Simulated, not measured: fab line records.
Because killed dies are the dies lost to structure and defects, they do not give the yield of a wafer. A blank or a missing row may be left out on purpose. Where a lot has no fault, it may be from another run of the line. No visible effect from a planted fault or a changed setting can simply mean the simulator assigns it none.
fab line records -- flow sky130
record: lots: 12, wafers: 36, last_day: 50
route steps=708 shown METAL3@533 CAPM@537 VIA3@573 PAD_OPEN@708
lots that met no fault: from a run of the same line without faults
start_h: the number of hours between the record's first day and the start of the first shown wafer of the lot -- wait_h: time in hours since the lot's previous step -- " repeats the value in the row above -- L1.1+2: a single row standing in for several wafers -- - either no value or no given start -- * or withheld: withheld -- < > ~ a bound
route shown NAME@n: a module of which the file shows steps, and the number in the route of the first -- usual: mean/standard deviation taken from wafers without a fault -- same: alike in all rows -- chamber/n: place in a boat -- sites: each site's reading -- _std_site: standard deviation across them -- _edge_site: the outer-site mean with the inner-site mean subtracted -- radius_mm: how far each site lies from the wafer's centre -- mask NAME#n: copy n -- behind: the tool/chamber that last shaped the wafer -- hold: the reason the lot was held/the length of the hold in hours/how it ended -- device: whichever transistor did not switch (one of n, p or np) -- end of line: the same wafers' tests at the end of the route -- where a step has no rows: the recipe by itself -- killed: dies that structure and defects cost at the first sort, which is not the same as the wafer's yield -- map: the dies of a wafer, with x for killed, . for not killed, _ for no die there
set.NAME: the run value of the setting; set.NAME@STEP: its run value at that earlier step -- model.NAME: the simulator's own value behind a step, which no gauge read
steps of the route over a sample of lots; a table a step, a row a wafer
services: a tool's chamber out of use, with start hour (start_h, from the record's first day; less than 0 if before it), hours out, and reason
== steps ==
step: SKY_METAL3_SPUTTER_01
recipe: material: TiN, target_thk_nm: 20, power_w: 6500, time_s: 16.7, chamber_pressure_pa: 0.4
usual: throttle_valve_pct: 30.0/0.97
lot.wafer,tool,chamber,start_h,wait_h,throttle_valve_pct
L853.2,pvd_sputter-04,-,846.46,0.0,29.9
L853.4,pvd_sputter-04,-,846.46,0.0,29.8
L853.6,pvd_sputter-04,-,846.46,0.0,29.7
L855.1,pvd_sputter-04,-,860.91,0.0,32.2
L855.2,pvd_sputter-04,-,860.91,0.0,30.7
L855.4,pvd_sputter-04,-,860.91,0.0,29.3
L856.1,pvd_sputter-02,-,886.68,0.0,28.9
L856.4,pvd_sputter-02,-,886.68,0.0,29.4
L856.6,pvd_sputter-02,-,886.68,0.0,29.2
L860.1,pvd_sputter-04,-,905.58,0.0,29.8
L860.2,pvd_sputter-04,-,905.58,0.0,30.0
L860.5,pvd_sputter-04,-,905.58,0.0,32.1
L862.2,pvd_sputter-04,-,922.68,0.0,31.0
L862.4,pvd_sputter-04,-,922.68,0.0,29.7
L862.6,pvd_sputter-04,-,922.68,0.0,30.1
L863.1,pvd_sputter-04,-,934.06,0.0,29.6
L863.2,pvd_sputter-04,-,934.06,0.0,30.2
L863.4,pvd_sputter-04,-,934.06,0.0,32.0
L865.1,pvd_sputter-04,-,939.49,0.0,29.6
L865.4,pvd_sputter-04,-,939.49,0.0,30.7
L865.5,pvd_sputter-04,-,939.49,0.0,32.3
L868.4,pvd_sputter-03,-,959.11,0.0,29.5
L868.5,pvd_sputter-03,-,959.11,0.0,30.0
L868.6,pvd_sputter-03,-,959.11,0.0,29.5
L870.3,pvd_sputter-03,-,969.51,0.0,29.3
L870.5,pvd_sputter-03,-,969.51,0.0,29.6
L870.6,pvd_sputter-03,-,969.51,0.0,29.5
L873.1,pvd_sputter-03,-,1006.09,0.0,29.9
L873.4,pvd_sputter-03,-,1006.09,0.0,29.0
L873.5,pvd_sputter-03,-,1006.09,0.0,29.4
L875.1,pvd_sputter-02,-,1010.89,0.0,29.4
L875.4,pvd_sputter-02,-,1010.89,0.0,31.3
L875.5,pvd_sputter-02,-,1010.89,0.0,29.3
L874.2,pvd_sputter-02,-,1011.64,0.0,28.6
L874.5,pvd_sputter-02,-,1011.64,0.0,29.3
L874.6,pvd_sputter-02,-,1011.64,0.0,29.8
step: SKY_CAPM_CVD_00
recipe: material: SiO2, target_thk_nm: 15.5, temp_c: 400, time_s: withheld, rf_w: 450
usual: heater_power_w: 691/120
lot.wafer,tool,chamber,start_h,wait_h,heater_power_w
L853.2,pecvd-02,1,846.59,0.0,568
L853.4,pecvd-02,0,846.59,0.0,804
L853.6,pecvd-02,1,846.59,0.0,584
L855.1,pecvd-04,1,861.04,0.0,748
L855.2,pecvd-04,0,861.04,0.0,812
L855.4,pecvd-04,2,861.04,0.0,547
L856.1,pecvd-02,1,886.81,0.0,597
L856.4,pecvd-02,0,886.81,0.0,805
L856.6,pecvd-02,2,886.81,0.0,641
L860.1,pecvd-02,1,905.71,0.0,602
L860.2,pecvd-02,0,905.71,0.0,937
L860.5,pecvd-02,0,905.71,0.0,936
L862.2,pecvd-01,2,922.82,0.0,823
L862.4,pecvd-01,0,922.82,0.0,659
L862.6,pecvd-01,2,922.82,0.0,828
L863.1,pecvd-02,0,934.19,0.0,928
L863.2,pecvd-02,1,934.19,0.0,587
L863.4,pecvd-02,2,934.19,0.0,701
L865.1,pecvd-02,0,939.62,0.0,945
L865.4,pecvd-02,1,939.62,0.0,542
L865.5,pecvd-02,2,939.62,0.0,680
L868.4,pecvd-01,2,959.25,0.0,803
L868.5,pecvd-01,2,959.25,0.0,791
L868.6,pecvd-01,0,959.25,0.0,648
L870.3,pecvd-01,1,969.64,0.0,519
L870.5,pecvd-01,2,969.64,0.0,752
L870.6,pecvd-01,1,969.64,0.0,511
L873.1,pecvd-04,1,1006.22,0.0,659
L873.4,pecvd-04,0,1006.22,0.0,834
L873.5,pecvd-04,2,1006.22,0.0,628
L875.1,pecvd-02,2,1011.02,0.0,609
L875.4,pecvd-02,1,1011.02,0.0,526
L875.5,pecvd-02,2,1011.02,0.0,588
L874.2,pecvd-02,1,1011.77,0.0,622
L874.5,pecvd-02,2,1011.77,0.0,681
L874.6,pecvd-02,1,1011.77,0.0,603
step: SKY_METAL3_ETCH_17
recipe: target: SiO2, stop_on: TiN, chemistry: C4F8/O2/Ar, source_w: 1500, bias_w: 1200, pressure_mtorr: 40, c4f8_flow_sccm: withheld, O2_flow_sccm: 6, Ar_flow_sccm: 300, time_s: 3.9, target_depth_a: 150
usual: bias_w: 1200/3.1, oes_product_au: 0.754/0.0066
lot.wafer,tool,chamber,start_h,wait_h,bias_w,oes_product_au,rf_hours_counter_h
L853.2,rie_diel-02,3,897.76,0.1,1201,0.749,23
L853.4,rie_diel-02,1,897.76,0.1,1196,0.757,18
L853.6,rie_diel-02,0,897.76,0.1,1199,0.754,-
L855.1,rie_diel-01,1,913.91,0.1,1198,0.759,19
L855.2,rie_diel-01,0,913.91,0.1,1195,0.755,17
L855.4,rie_diel-01,2,913.91,0.1,1205,0.761,13
L856.1,rie_diel-01,0,937.45,0.1,1202,0.761,18
L856.4,rie_diel-01,2,937.45,0.1,1196,0.754,-
L856.6,rie_diel-01,3,937.45,0.1,1201,0.752,-
L860.1,rie_diel-02,0,955.68,0.1,1195,0.752,27
L860.2,rie_diel-02,2,955.68,0.1,1198,0.748,18
L860.5,rie_diel-02,2,955.68,0.1,1197,0.758,-
L862.2,rie_diel-02,0,971.94,0.1,1201,0.748,27
L862.4,rie_diel-02,1,971.94,0.1,1200,0.761,20
L862.6,rie_diel-02,2,971.94,0.1,1200,0.752,-
L863.1,rie_diel-03,0,983.40,0.1,1197,0.761,7
L863.2,rie_diel-03,3,983.40,0.1,1194,0.747,17
L863.4,rie_diel-03,2,983.40,0.1,1194,0.757,8
L865.1,rie_diel-02,0,987.49,0.1,1201,0.762,28
L865.4,rie_diel-02,1,987.49,0.1,1199,0.770,21
L865.5,rie_diel-02,0,987.49,0.1,1199,0.758,-
L868.4,rie_diel-02,2,1006.39,0.0,1195,0.757,19
L868.5,rie_diel-02,0,1006.39,0.0,1200,0.749,-
L868.6,rie_diel-02,3,1006.39,0.0,1201,0.750,-
L870.3,rie_diel-02,1,1017.55,0.0,1203,0.755,22
L870.5,rie_diel-02,1,1017.55,0.0,1204,0.772,-
L870.6,rie_diel-02,0,1017.55,0.0,1197,0.757,-
L873.1,rie_diel-01,2,1052.61,0.1,1199,0.751,17
L873.4,rie_diel-01,3,1052.61,0.1,1204,0.772,26
L873.5,rie_diel-01,3,1052.61,0.1,1200,0.769,-
L875.1,rie_diel-01,1,1056.74,0.1,1196,0.738,23
L875.4,rie_diel-01,3,1056.74,0.1,1201,0.758,26
L875.5,rie_diel-01,3,1056.74,0.1,1199,0.744,-
L874.2,rie_diel-03,0,1057.31,0.1,1197,0.749,9
L874.5,rie_diel-03,2,1057.31,0.1,1196,0.755,-
L874.6,rie_diel-03,1,1057.31,0.1,1198,0.756,-
step: SKY_VIA3_HDPCVD_00
recipe: material: SiO2, target_thk_nm: 1635, sigma_open_frac: 0.3, time_s: 272.5, temp_c: 400, sih4_flow_sccm: 60, pressure_mtorr: 6
usual: pressure_mtorr: 6.002/0.012, sih4_flow_sccm: 59.98/0.19
lot.wafer,tool,chamber,start_h,wait_h,pressure_mtorr,sih4_flow_sccm
L853.2,hdpcvd-01,0,898.55,0.0,5.978,59.87
L853.4,hdpcvd-01,0,898.55,0.0,5.981,59.89
L853.6,hdpcvd-01,1,898.55,0.0,6.005,60.32
L855.1,hdpcvd-02,1,914.77,0.0,6.034,59.76
L855.2,hdpcvd-02,2,914.77,0.0,5.980,60.31
L855.4,hdpcvd-02,2,914.77,0.0,5.981,60.07
L856.1,hdpcvd-01,1,938.27,0.0,5.999,59.96
L856.4,hdpcvd-01,2,938.27,0.0,6.010,60.10
L856.6,hdpcvd-01,0,938.27,0.0,6.017,60.06
L860.1,hdpcvd-01,2,956.47,0.0,6.012,47.82
L860.2,hdpcvd-01,0,956.47,0.0,5.990,48.01
L860.5,hdpcvd-01,0,956.47,0.0,5.995,47.97
L862.2,hdpcvd-01,2,972.72,0.0,6.020,48.05
L862.4,hdpcvd-01,0,972.72,0.0,6.001,47.83
L862.6,hdpcvd-01,2,972.72,0.0,6.011,48.08
L863.1,hdpcvd-02,0,984.19,0.0,6.006,60.06
L863.2,hdpcvd-02,1,984.19,0.0,5.992,60.26
L863.4,hdpcvd-02,0,984.19,0.0,6.001,60.02
L865.1,hdpcvd-01,1,988.28,0.0,6.012,48.11
L865.4,hdpcvd-01,0,988.28,0.0,6.009,47.89
L865.5,hdpcvd-01,1,988.28,0.0,6.008,48.02
L868.4,hdpcvd-02,2,1007.26,0.1,5.998,60.21
L868.5,hdpcvd-02,1,1007.26,0.1,6.020,60.16
L868.6,hdpcvd-02,0,1007.26,0.1,6.010,60.00
L870.3,hdpcvd-02,1,1018.34,0.0,5.981,60.13
L870.5,hdpcvd-02,1,1018.34,0.0,5.991,60.03
L870.6,hdpcvd-02,0,1018.34,0.0,5.998,59.99
L873.1,hdpcvd-02,0,1053.40,0.0,6.000,59.57
L873.4,hdpcvd-02,0,1053.40,0.0,6.019,59.41
L873.5,hdpcvd-02,2,1053.40,0.0,6.018,59.85
L875.1,hdpcvd-01,0,1057.52,0.0,6.000,60.22
L875.4,hdpcvd-01,2,1057.52,0.0,5.996,59.82
L875.5,hdpcvd-01,1,1057.52,0.0,6.025,59.59
L874.2,hdpcvd-01,2,1058.15,0.0,5.986,59.86
L874.5,hdpcvd-01,1,1058.15,0.0,6.015,59.90
L874.6,hdpcvd-01,0,1058.15,0.0,6.000,59.90
step: SKY_VIA3_THK_MEAS_01
recipe: reads: SiO2_of_VIA3_HDPCVD_00
usual: VIA3_HDPCVD_THK: 1643/17
lot.wafer,tool,chamber,start_h,wait_h,VIA3_HDPCVD_THK[nm]
L853.2,film_metro-01,-,898.73,0.1,1632
L853.4,film_metro-01,-,898.73,0.1,1621
L853.6,film_metro-01,-,898.73,0.1,1626
L855.1,film_metro-04,-,914.94,0.1,1646
L855.2,film_metro-04,-,914.94,0.1,1674
L855.4,film_metro-04,-,914.94,0.1,1663
L856.1,film_metro-02,-,938.44,0.1,1625
L856.4,film_metro-02,-,938.44,0.1,1644
L856.6,film_metro-02,-,938.44,0.1,1617
L860.1,film_metro-01,-,956.64,0.1,1363
L860.2,film_metro-01,-,956.64,0.1,1328
L860.5,film_metro-01,-,956.64,0.1,1301
L862.2,film_metro-04,-,972.90,0.1,1322
L862.4,film_metro-04,-,972.90,0.1,1321
L862.6,film_metro-04,-,972.90,0.1,1321
L863.1,film_metro-04,-,984.36,0.1,1653
L863.2,film_metro-04,-,984.36,0.1,1651
L863.4,film_metro-04,-,984.36,0.1,1644
L865.1,film_metro-04,-,988.45,0.1,1335
L865.4,film_metro-04,-,988.45,0.1,1312
L865.5,film_metro-04,-,988.45,0.1,1314
L868.4,film_metro-01,-,1007.38,0.0,1663
L868.5,film_metro-01,-,1007.38,0.0,1636
L868.6,film_metro-01,-,1007.38,0.0,1676
L870.3,film_metro-02,-,1018.56,0.1,1646
L870.5,film_metro-02,-,1018.56,0.1,1609
L870.6,film_metro-02,-,1018.56,0.1,1637
L873.1,film_metro-02,-,1053.56,0.1,1651
L873.4,film_metro-02,-,1053.56,0.1,1659
L873.5,film_metro-02,-,1053.56,0.1,1624
L875.1,film_metro-02,-,1057.69,0.1,1647
L875.4,film_metro-02,-,1057.69,0.1,1666
L875.5,film_metro-02,-,1057.69,0.1,1652
L874.2,film_metro-02,-,1058.33,0.1,1642
L874.5,film_metro-02,-,1058.33,0.1,1630
L874.6,film_metro-02,-,1058.33,0.1,1619
step: SKY_PAD_OPEN_PROBE_99
usual: defect_limited_yield: 82.3/1.9, killed_at_M0_to_M3: 44/6.9, killed_at_M4_up: 3.0/1.5, killed_at_contacts: 24/5.2, killed_at_front_end: 15/4.1, killed_at_other: 0.4/0.62, killed_dies: 87/9.6, killed_open: 47/7, killed_short: 40/6.2, sort_bin_3_pad_short: 0.9/0.43, sort_bin_5_function: 10.5/1.4, sort_bin_6_memory: 6.4/1.2, sort_n_pass: 405/9.6, sort_yield_pct: 82.3/1.9
same: gross_dies: 492, killed_at_back_side: 0, sort_bin_4_leakage[%]: 0, sort_bin_8_speed[%]: 0
lot.wafer,tool,chamber,start_h,wait_h,defect_limited_yield[%],killed_at_M0_to_M3,killed_at_M4_up,killed_at_contacts,killed_at_front_end,killed_at_other,killed_dies,killed_open,killed_short,sort_bin_3_pad_short[%],sort_bin_5_function[%],sort_bin_6_memory[%],sort_n_pass,sort_yield_pct[%]
L853.2,prober-02,-,1069.67,0.1,78.9,51,7,24,19,3,104,51,49,0.4,11.0,9.8,388,78.9
L853.4,prober-02,-,1069.77,0.2,83.9,43,4,20,11,1,79,40,38,0.6,10.2,5.3,413,83.9
L853.6,prober-02,-,1069.87,0.2,80.5,45,5,24,21,1,96,47,47,0.2,11.4,7.9,396,80.5
L855.1,prober-02,-,1083.59,0.1,82.1,51,1,24,12,0,88,50,38,0.2,11.2,6.5,404,82.1
L855.2,prober-02,-,1083.64,0.1,84.8,29,4,24,18,0,75,39,36,0.4,8.1,6.7,417,84.8
L855.4,prober-02,-,1083.74,0.2,84.1,35,2,24,16,1,78,48,28,0.2,11.4,4.3,414,84.1
L860.1,prober-01,-,1118.66,0.1,83.3,41,2,22,17,0,82,41,40,0.6,10.0,6.1,410,83.3
L860.2,prober-01,-,1118.71,0.1,85.6,40,4,14,13,0,71,37,34,0.2,8.3,5.9,421,85.6
L860.5,prober-01,-,1118.86,0.2,84.6,40,2,19,15,0,76,43,33,1.0,8.5,5.9,416,84.6
L862.2,prober-01,-,1133.16,0.1,82.9,44,3,26,11,0,84,46,38,0.8,11.0,5.3,408,82.9
L862.4,prober-01,-,1133.26,0.2,80.7,49,2,30,14,0,95,57,38,0.4,11.0,7.9,397,80.7
L862.6,prober-01,-,1133.36,0.2,82.3,47,2,25,13,0,87,45,42,0.6,9.6,7.5,405,82.3
L865.1,prober-02,-,1144.72,0.1,80.1,50,4,27,17,0,98,52,46,1.0,11.2,7.7,394,80.1
L865.4,prober-02,-,1144.87,0.2,78.9,55,5,23,21,0,104,57,47,1.4,11.0,8.7,388,78.9
L865.5,prober-02,-,1144.92,0.2,80.9,52,2,25,15,0,94,54,40,0.8,12.4,5.9,398,80.9
L868.4,prober-01,-,1160.27,0.2,82.1,44,2,25,16,1,88,54,33,1.0,10.8,6.1,404,82.1
L868.5,prober-01,-,1160.32,0.2,80.1,57,3,28,10,0,98,56,42,0.4,11.2,8.3,394,80.1
L868.6,prober-01,-,1160.37,0.2,84.1,40,6,21,10,1,78,39,39,0.6,10.0,5.3,414,84.1
L870.3,prober-02,-,1165.79,0.2,78.7,41,4,35,23,2,105,51,53,0.6,11.4,9.3,387,78.7
L870.5,prober-02,-,1165.89,0.2,80.1,53,2,29,14,0,98,51,47,0.6,13.0,6.3,394,80.1
L870.6,prober-02,-,1165.94,0.2,83.3,40,1,26,15,0,82,49,32,0.6,9.6,6.5,410,83.3
L873.1,prober-02,-,1193.01,0.1,79.3,55,4,33,9,1,102,61,41,0.6,11.2,8.9,390,79.3
L873.4,prober-02,-,1193.16,0.2,80.9,46,4,31,13,0,94,55,39,0.6,11.4,7.1,398,80.9
L873.5,prober-02,-,1193.21,0.2,83.5,44,4,19,14,0,81,46,35,0.8,9.8,5.9,411,83.5
killed by level:class
L853.2 VIA1:geometric_particle:open=18 LOCAL_INTERCONNECT:geometric_particle:short=7 CONTACT:geometric_particle:open=7 METAL3:geometric_particle:short=7 FIELD_ISO:geometric_particle:open=6 VIA2:geometric_particle:open=6 METAL4:geometric_particle:short=5 FIELD_ISO:geometric_particle:short=4
L853.4 VIA1:geometric_particle:open=19 CONTACT:geometric_particle:short=6 FIELD_ISO:geometric_particle:open=5 CONTACT:geometric_particle:open=5 METAL1:geometric_particle:short=5 METAL2:geometric_particle:short=5 VIA2:geometric_particle:short=5 FIELD_ISO:geometric_particle:short=4
L853.6 CONTACT:geometric_particle:open=10 VIA3:geometric_particle:open=9 METAL2:geometric_particle:short=8 VIA1:geometric_particle:open=8 FIELD_ISO:geometric_particle:short=6 VIA2:geometric_particle:open=6 LI_CONTACT:geometric_particle:open=5 VIA1:geometric_particle:short=5
L855.1 VIA1:geometric_particle:open=9 VIA2:geometric_particle:open=9 LI_CONTACT:geometric_particle:open=8 LOCAL_INTERCONNECT:geometric_particle:short=8 VIA1:geometric_particle:short=8 CONTACT:geometric_particle:open=7 METAL2:geometric_particle:short=5 VIA3:geometric_particle:open=5
L855.2 LI_CONTACT:geometric_particle:open=9 CONTACT:geometric_particle:open=7 FIELD_ISO:geometric_particle:open=5 VIA1:geometric_particle:open=5 METAL4:geometric_particle:short=4 FIELD_ISO:geometric_particle:short=4 POLY_GATE:geometric_particle:open=4 VIA2:geometric_particle:short=4
L855.4 LI_CONTACT:geometric_particle:open=10 VIA2:geometric_particle:open=7 CONTACT:geometric_particle:open=7 VIA1:geometric_particle:open=6 LOCAL_INTERCONNECT:geometric_particle:short=5 FIELD_ISO:geometric_particle:short=4 FIELD_ISO:geometric_particle:open=4 METAL2:geometric_particle:short=4
L860.1 METAL1:geometric_particle:short=11 CONTACT:geometric_particle:open=9 VIA1:geometric_particle:open=8 FIELD_ISO:geometric_particle:open=6 LOCAL_INTERCONNECT:geometric_particle:short=6 FIELD_ISO:geometric_particle:short=5 METAL2:geometric_particle:open=4 LOCAL_INTERCONNECT:geometric_particle:open=3
L860.2 VIA1:geometric_particle:open=9 METAL1:geometric_particle:short=9 CONTACT:geometric_particle:open=8 VIA3:geometric_particle:short=4 METAL2:geometric_particle:short=4 VIA2:geometric_particle:open=4 SONOS_ONO:geometric_particle:short=3 POLY_GATE:geometric_particle:open=3
L860.5 VIA1:geometric_particle:open=13 CONTACT:geometric_particle:open=8 FIELD_ISO:geometric_particle:open=5 LOCAL_INTERCONNECT:geometric_particle:short=5 METAL2:geometric_particle:short=5 POLY_GATE:geometric_particle:short=4 VIA2:geometric_particle:open=4 VIA3:geometric_particle:short=4
L862.2 CONTACT:geometric_particle:open=11 VIA1:geometric_particle:open=10 METAL2:geometric_particle:short=6 VIA3:geometric_particle:open=6 CONTACT:geometric_particle:short=5 VIA1:geometric_particle:short=5 VIA2:geometric_particle:open=5 SPACER:geometric_particle:open=4
L862.4 VIA1:geometric_particle:open=13 LI_CONTACT:geometric_particle:open=12 CONTACT:geometric_particle:open=7 CONTACT:geometric_particle:short=7 VIA3:geometric_particle:open=7 METAL2:geometric_particle:short=6 VIA2:geometric_particle:open=6 METAL1:geometric_particle:short=5
L862.6 VIA3:geometric_particle:open=12 VIA1:geometric_particle:open=9 CONTACT:geometric_particle:short=8 METAL2:geometric_particle:short=8 CONTACT:geometric_particle:open=7 LOCAL_INTERCONNECT:geometric_particle:short=5 VIA2:geometric_particle:open=5 FIELD_ISO:geometric_particle:short=4
L865.1 VIA1:geometric_particle:open=13 CONTACT:geometric_particle:open=11 CONTACT:geometric_particle:short=7 VIA2:geometric_particle:open=7 LI_CONTACT:geometric_particle:open=6 VIA1:geometric_particle:short=6 VIA2:geometric_particle:short=5 POLY_GATE:geometric_particle:short=5
L865.4 VIA1:geometric_particle:open=16 METAL2:geometric_particle:short=7 VIA2:geometric_particle:open=7 VIA3:geometric_particle:open=7 FIELD_ISO:geometric_particle:open=6 LI_CONTACT:geometric_particle:open=5 CONTACT:geometric_particle:short=5 CONTACT:geometric_particle:open=5
L865.5 VIA1:geometric_particle:open=18 CONTACT:geometric_particle:open=10 LI_CONTACT:geometric_particle:open=7 VIA2:geometric_particle:open=7 METAL3:geometric_particle:short=6 POLY_GATE:geometric_particle:short=5 VIA1:geometric_particle:short=5 VIA3:geometric_particle:short=5
L868.4 VIA1:geometric_particle:open=14 CONTACT:geometric_particle:open=12 CONTACT:geometric_particle:short=6 VIA2:geometric_particle:open=6 METAL2:geometric_particle:short=5 VIA3:geometric_particle:open=5 SPACER:geometric_particle:open=4 VIA1:geometric_particle:short=4
L868.5 VIA1:geometric_particle:open=14 VIA3:geometric_particle:open=12 CONTACT:geometric_particle:short=9 CONTACT:geometric_particle:open=9 VIA3:geometric_particle:short=7 METAL2:geometric_particle:short=6 METAL1:geometric_particle:short=5 VIA2:geometric_particle:open=5
L868.6 VIA1:geometric_particle:open=8 LI_CONTACT:geometric_particle:open=7 CONTACT:geometric_particle:short=6 METAL2:geometric_particle:short=6 VIA3:geometric_particle:short=6 VIA3:geometric_particle:open=6 METAL4:geometric_particle:short=5 FIELD_ISO:geometric_particle:short=4
L870.3 CONTACT:geometric_particle:open=12 CONTACT:geometric_particle:short=9 POLY_GATE:geometric_particle:open=8 FIELD_ISO:geometric_particle:open=7 VIA1:geometric_particle:open=7 METAL1:geometric_particle:short=7 METAL2:geometric_particle:short=7 LOCAL_INTERCONNECT:geometric_particle:short=6
L870.5 METAL1:geometric_particle:short=10 VIA2:geometric_particle:open=9 CONTACT:geometric_particle:open=8 LI_CONTACT:geometric_particle:open=6 VIA1:geometric_particle:open=6 VIA3:geometric_particle:open=6 FIELD_ISO:geometric_particle:short=5 VIA3:geometric_particle:short=5
L870.6 VIA1:geometric_particle:open=11 LI_CONTACT:geometric_particle:open=9 CONTACT:geometric_particle:open=7 METAL1:geometric_particle:short=7 VIA3:geometric_particle:open=6 FIELD_ISO:geometric_particle:open=4 CONTACT:geometric_particle:short=4 VIA2:geometric_particle:open=4
L873.1 CONTACT:geometric_particle:open=18 VIA1:geometric_particle:open=16 METAL2:geometric_particle:short=7 METAL3:geometric_particle:short=7 LI_CONTACT:geometric_particle:open=6 VIA3:geometric_particle:open=6 VIA1:geometric_particle:short=6 VIA2:geometric_particle:open=6
L873.4 VIA1:geometric_particle:open=13 CONTACT:geometric_particle:open=11 VIA3:geometric_particle:open=11 LI_CONTACT:geometric_particle:open=10 CONTACT:geometric_particle:short=8 FIELD_ISO:geometric_particle:short=6 POLY_GATE:geometric_particle:short=5 METAL1:geometric_particle:short=4
L873.5 VIA1:geometric_particle:open=12 METAL1:geometric_particle:short=8 CONTACT:geometric_particle:open=7 VIA1:geometric_particle:short=6 VIA2:geometric_particle:open=6 VIA3:geometric_particle:open=5 LI_CONTACT:geometric_particle:open=4 LOCAL_INTERCONNECT:geometric_particle:short=4
== services ==
tool,chamber,start_h,hours,kind
rie_diel-01,0,831.12,6.0,repair
hdpcvd-01,-,856.65,2.8,repair
pvd_sputter-04,-,865.95,3.0,repair
hdpcvd-02,-,868.05,2.8,repair
rie_diel-02,-,868.98,2.8,pm
rie_diel-02,3,872.00,12.6,repair
rie_diel-02,2,883.21,9.7,repair
hdpcvd-02,-,886.11,2.8,pm
pecvd-01,-,916.62,1.5,repair
rie_diel-01,1,922.30,16.1,repair
rie_diel-01,-,931.00,1.1,repair
hdpcvd-01,-,938.66,2.8,pm
pecvd-02,-,940.60,0.7,repair
hdpcvd-02,-,950.25,15.0,pm
pecvd-01,1,954.57,9.3,repair
pecvd-02,-,960.06,14.6,pm
hdpcvd-01,-,965.25,5.5,pm
rie_diel-02,2,988.02,15.7,repair
pvd_sputter-02,-,997.43,3.8,repair
pecvd-02,-,1004.17,6.0,pm
hdpcvd-02,0,1027.93,4.4,repair
rie_diel-02,2,1037.12,14.6,repair
hdpcvd-01,1,1041.49,6.0,repair
rie_diel-02,-,1049.09,0.3,repair
== key ==
first_sign: step: SKY_VIA3_HDPCVD_00, reading: sih4_flow_sccm, direction: down, sigmas: 64, usual: 59.98, struck: 47.98
effect: step: SKY_VIA3_THK_MEAS_01, reading: VIA3_HDPCVD_THK, direction: down, sigmas: 19, usual: 1643, struck: 1324
met_at SKY_VIA3_HDPCVD_00
struck_lots L860,L862,L865
not_acting_at SKY_METAL3_SPUTTER_01,SKY_CAPM_CVD_00,SKY_METAL3_ETCH_17
onset_between 938.27 956.47
fault: kind: process_parameter_drift, tool: hdpcvd-01, chamber: -, onset_h: 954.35, steps: SKY_VIA3_HDPCVD_00, channel: sih4_flow_sccm, offset: -12, shape: step, end_h: 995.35, acts_in: these_recipes_only, stated: 60
